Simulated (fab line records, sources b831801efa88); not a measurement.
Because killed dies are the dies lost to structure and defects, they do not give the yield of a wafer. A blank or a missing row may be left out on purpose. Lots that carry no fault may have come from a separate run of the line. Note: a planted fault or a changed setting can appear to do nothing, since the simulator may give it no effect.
Which of the tools did it? | flow sky130 | 42 wafers from 14 lots sampled at 3 of the route's 708 steps

WHAT THE GAUGES SHOWED, per wafer
SKY_CAPM_RS_MEAS_03: a four-point-probe measurement. Usual: CAPM_TIN_RS 6.94 ohm/sq, standard deviation 0.074.
lot  | measured     | on            | CAPM_TIN_RS (ohm/sq) | flag
L463 | day 36 08:38 | film-metro-01 | 7.01 6.88 6.90       |
L464 | day 36 10:38 | film-metro-02 | 6.93 6.95 7.02       |
L467 | day 37 13:36 | film-metro-01 | 7.01 6.98 6.99       |
L468 | day 37 23:37 | film-metro-01 | 7.01 7.09 7.01       |
L473 | day 39 19:28 | film-metro-01 | 7.11 7.09 6.95       |
L476 | day 40 16:07 | film-metro-02 | 6.91 6.94 6.94       |
L478 | day 41 08:34 | film-metro-02 | 7.13 6.97 7.02       |
L480 | day 41 15:41 | film-metro-01 | 6.76 6.85 6.82       |
L481 | day 41 21:17 | film-metro-02 | 6.90 6.85 6.85       |
L482 | day 42 00:05 | film-metro-01 | 6.95 6.96 6.94       |
L483 | day 42 07:35 | film-metro-04 | 6.85 6.93 6.86       |
L484 | day 42 14:56 | film-metro-01 | 6.94 6.97 6.97       |
L485 | day 43 17:34 | film-metro-02 | 6.94 6.89 6.95       |
L486 | day 43 18:46 | film-metro-04 | 6.95 6.86 6.87       |

SKY_CAPM_THK_MEAS_04: measures by xrf. Usual: CAPM_TIN_THK 196.3 nm, standard deviation 2.7.
lot  | measured     | on            | CAPM_TIN_THK (nm) | flag
L463 | day 36 08:45 | film-metro-01 | 196.7 197.9 197.8 |
L464 | day 36 10:43 | film-metro-02 | 194.6 193.5 191.9 |
L467 | day 37 13:43 | film-metro-01 | 194.2 195.1 195.3 |
L468 | day 37 23:43 | film-metro-01 | 195.6 192.2 193.8 |
L473 | day 39 19:34 | film-metro-01 | 192.4 192.7 196.6 |
L476 | day 40 16:13 | film-metro-02 | 196.4 194.0 194.3 |
L478 | day 41 08:40 | film-metro-02 | 189.2 193.9 192.3 |
L480 | day 41 15:48 | film-metro-01 | 202.5 200.4 201.3 |
L481 | day 41 21:25 | film-metro-02 | 196.2 197.6 197.5 |
L482 | day 42 00:11 | film-metro-01 | 196.0 197.1 196.1 |
L483 | day 42 07:43 | film-metro-04 | 200.9 198.8 201.2 |
L484 | day 42 15:03 | film-metro-01 | 197.0 195.9 195.3 |
L485 | day 43 17:41 | film-metro-02 | 194.1 195.2 193.8 |
L486 | day 43 18:53 | film-metro-04 | 199.8 201.1 200.6 |

WHICH TOOL RAN EACH LOT (tool, then ch and the chambers of the sampled wafers, then the start)
lot  | SKY_CAPM_SPUTTER_02
L463 | pvd-sputter-01, day 36 08:31
L464 | pvd-sputter-01, day 36 10:28
L467 | pvd-sputter-02, day 37 13:28
L468 | pvd-sputter-01, day 37 23:29
L473 | pvd-sputter-02, day 39 19:20
L476 | pvd-sputter-03, day 40 15:58
L478 | pvd-sputter-03, day 41 08:26
L480 | pvd-sputter-02, day 41 15:34
L481 | pvd-sputter-03, day 41 21:11
L482 | pvd-sputter-02, day 41 23:57
L483 | pvd-sputter-03, day 42 07:29
L484 | pvd-sputter-02, day 42 14:49
L485 | pvd-sputter-03, day 43 17:27
L486 | pvd-sputter-03, day 43 18:38
- SKY_CAPM_SPUTTER_02: material TiN, target thk 200 nm, time 166.7 s.

AS READ BY THE TOOLS THEMSELVES (means over the sampled wafers that have a number; for cases with no such wafer, the mark the record gives instead)
SKY_CAPM_SPUTTER_02. Usual: susceptor-temp-C 300.02 C, standard deviation 0.18; throttle-valve-pct 30.2 %, standard deviation 0.99.
lot  | tool           | susceptor-temp-C (C) | throttle-valve-pct (%) | flag
L463 | pvd-sputter-01 | 300.00               | 29.8                   |
L464 | pvd-sputter-01 | 299.97               | 30.5                   |
L467 | pvd-sputter-02 | 300.23               | 30.3                   |
L468 | pvd-sputter-01 | 300.17               | 29.3                   |
L473 | pvd-sputter-02 | 299.74               | 29.4                   |
L476 | pvd-sputter-03 | 299.99               | 29.8                   |
L478 | pvd-sputter-03 | 299.91               | 31.5                   |
L480 | pvd-sputter-02 | 299.93               | 30.1                   |
L481 | pvd-sputter-03 | 300.00               | 30.6                   |
L482 | pvd-sputter-02 | 300.03               | 29.9                   |
L483 | pvd-sputter-03 | 300.22               | 30.5                   |
L484 | pvd-sputter-02 | 299.97               | 30.1                   |
L485 | pvd-sputter-03 | 300.04               | 30.9                   |
L486 | pvd-sputter-03 | 300.17               | 30.5                   |

THE ANSWER, worked out from the rows above alone
Rule: lot off if the mean of its wafers having a number is beyond 3 standard deviations from the usual mean. A lot without any number at a reading at which 4 lots or more have one is off too. The other lots that the step has rows for count as sound. Order of review: gauges by route order, followed by the tools' own readings, for which a lot's mean as printed above is used. At the first step where some lot is off, the reading lying furthest off is the one used; lots without a number count as furthest.
Nothing can be told from this: no lot is off at any reading shown.

WHAT HAD BEEN PUT IN BY THE SIMULATOR
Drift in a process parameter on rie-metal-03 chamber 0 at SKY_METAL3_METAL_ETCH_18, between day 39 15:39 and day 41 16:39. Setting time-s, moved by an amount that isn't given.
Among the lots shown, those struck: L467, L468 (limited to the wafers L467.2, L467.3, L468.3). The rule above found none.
